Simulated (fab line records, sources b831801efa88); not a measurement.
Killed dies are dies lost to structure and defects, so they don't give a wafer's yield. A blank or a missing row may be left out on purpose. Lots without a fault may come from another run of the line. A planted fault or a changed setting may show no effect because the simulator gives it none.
Which tool did it? | flow sky130 | 11 lots, 33 wafers sampled, at 2 steps of a route of 708

WHAT THE GAUGES READ, wafer by wafer
SKY_METAL3_OVL_MEAS_14.
lot  | measured     | on         | METAL3_OVL (nm)
L329 | day 40 13:44 | overlay-02 | -5 -7 2
L331 | day 41 00:25 | overlay-01 | -4 -14 -10
L333 | day 41 04:19 | overlay-01 | 7 6 8
L336 | day 41 04:40 | overlay-02 | -5 -1 0
L335 | day 41 05:01 | overlay-01 | 7 5 8
L334 | day 41 06:28 | overlay-01 | 0 -9 -6
L337 | day 41 06:31 | overlay-02 | -10 -8 -11
L338 | day 41 12:31 | overlay-02 | -4 1 -4
L342 | day 46 16:05 | overlay-01 | -3 -11 -6
L348 | day 46 21:35 | overlay-01 | 2 -5 2
L346 | day 47 01:22 | overlay-02 | -4 0 -3

SKY_VIA3_THK_MEAS_23: measures by xrf.
lot  | measured     | on            | VIA3_W_THK (nm)
L329 | day 41 17:53 | film_metro-02 | 373 372 371
L331 | day 42 05:11 | film_metro-02 | 371 369 369
L333 | day 42 07:56 | film_metro-02 | 373 369 369
L336 | day 42 08:19 | film_metro-04 | 377 377 371
L335 | day 42 09:08 | film_metro-04 | 380 380 383
L334 | day 42 10:32 | film_metro-03 | 378 376 379
L337 | day 42 10:34 | film_metro-02 | 371 374 375
L338 | day 42 17:03 | film_metro-02 | 370 369 375
L342 | day 47 16:37 | film_metro-03 | 382 379 381
L348 | day 47 22:57 | film_metro-03 | 377 384 376
L346 | day 48 01:55 | film_metro-04 | 387 385 382

WHICH TOOL RAN EACH LOT (tool, then ch and the chambers of the sampled wafers, then the start)
The record holds no process step before these readings.

WHAT THE TOOLS THEMSELVES READ (means of the sampled wafers that have a number; where no wafer has one, the mark that the record gives instead)
The record holds no such reading with a usual standard deviation.

THE ANSWER, worked out from the rows above alone
Rule: what is usual is taken from the lots themselves. Put in order of their means at a reading, lots are off if they are a third of the lots or fewer, leave a main group of 4 or more, and stand apart from it by a gap of 3 or more times the standard deviation of the main group's means; of several such gaps the widest counts. A main group whose means are all the same, to the digits that the tables above print for the reading, isn't used. A lot without any number at a reading at which 4 lots or more have one is off too. The other lots that the step has rows for count as sound. The gauges are gone through in route order, then the tools' own readings, and for those a lot's mean is taken as printed above. The first step at which some lot is off is used, and at that step the reading that is off furthest; a lot without a number counts as furthest.
No lot is off at any reading shown: from this, nothing can be told.

WHAT THE SIMULATOR HAD PUT IN
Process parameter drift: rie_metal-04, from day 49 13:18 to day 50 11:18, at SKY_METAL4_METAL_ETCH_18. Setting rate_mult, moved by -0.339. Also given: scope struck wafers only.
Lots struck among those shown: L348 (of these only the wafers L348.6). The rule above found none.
